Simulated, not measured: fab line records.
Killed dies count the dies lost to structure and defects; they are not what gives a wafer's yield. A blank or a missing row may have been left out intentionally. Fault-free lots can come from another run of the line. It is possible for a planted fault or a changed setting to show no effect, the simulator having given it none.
Problem report in the 8D (eight disciplines) form, filled by code :: flow sky130 :: the parts of the form that need people (team, actions taken, sign-off) are left out

## 1. THE PROBLEM
Wafers free of any fault read -0.5 nm (standard deviation 1.5) for VT_ADJUST_LVTN_01_OVL at SKY_VT_ADJUST_LVTN_OVL_MEAS_18, against a mean of 272.7 nm on 12 wafers of 4 lots. That is +99 or more standard deviations from the usual mean.
Seen first at day 10 22:29 on overlay-01, wafer L169.1. The record has a number at this step for 36 wafers belonging to 12 lots. Rule for "out", or "out of limits": more than 4 standard deviations from the usual mean. The other wafers with a number count as sound.

## 2. WHAT IT IS, AND WHAT IT ISN'T
question: which readings at this step
is: VT_ADJUST_LVTN_01_OVL
is not: -

question: which lots
is: L169, L170, L171, L173
is not: L160, L161, L162, L166, L167, L180, L182, L183

question: which wafers of those lots
is: all that have a number
is not: -

question: read on which gauges
is: overlay-01, overlay-02
is not: -

question: when
is: from day 10 22:29
is not: up to then (15 sound wafers); but 9 sound wafers of L180, L182, L183 came after

## 3. SUSPECTS, AND WHAT RULES EACH OUT
Counting: a tool stays on the suspect list if, at a process step up to the reading, it processed all lots that are out and no sound lot following the first of them.
- ruled out: the gauge at SKY_VT_ADJUST_LVTN_OVL_MEAS_18. 2 gauges (overlay-01, overlay-02) read the wafers that are out.
- iline-stepper-02 at SKY_VT_ADJUST_LVTN_EXPOSE_15 (exposes mask HVN STD DERIVED, target cd 600 nm): kept. It processed each lot that is out, first L169 at day 10 11:04, and no sound lot thereafter; up to then, the last sound lot it processed was L166 at day 9 14:26.
After counting, what remains is iline-stepper-02 at SKY_VT_ADJUST_LVTN_EXPOSE_15.

## 4. THE CAUSE (what the simulator had put in)
Scanner matching overlay: iline-stepper-02, from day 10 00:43 on, at SKY_VT_ADJUST_LVTN_EXPOSE_15. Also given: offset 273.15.
The count eliminated every tool but this one.

## 5. THE CHAIN OF EFFECTS, in route order
One row per reading whose mean, taken over the struck wafers that have a number, lies over 3 standard deviations from the usual. Readings are gone through only where the record gives a usual standard deviation; hours: the median, over the lots, of the time from a lot's start at the first step in this table giving one to that lot's start at this step; sigmas: the change measured in usual standard deviations.
hours: 0
step: SKY_VT_ADJUST_LVTN_OVL_MEAS_18
reading: VT_ADJUST_LVTN_01_OVL
usual: -0.5 nm
on struck wafers: 272.7
change: +273.2
sigmas: +99 or more
At these later measuring or inspecting steps, every struck wafer for which the step has a row has a number for every such reading, and none has moved that far: SKY_VT_ADJUST_HVTR_OVL_MEAS_08.

## 6. HOW IT WOULD HAVE BEEN CAUGHT EARLIER
22 hours passed between the start of the fault at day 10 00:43 and the first reading out of limits at a measuring or inspecting step in this record, taken at day 10 22:29.
Of the tool readings at SKY_VT_ADJUST_LVTN_EXPOSE_15 for which the record gives a usual standard deviation, none was out on any struck wafer, so an alarm limit of 4 standard deviations on them would not have fired.
L173, from the lots that are out (4), started SKY_VT_ADJUST_LVTN_EXPOSE_15 on iline-stepper-02 later than day 10 22:29. A hold on the tool at that time would have spared it.
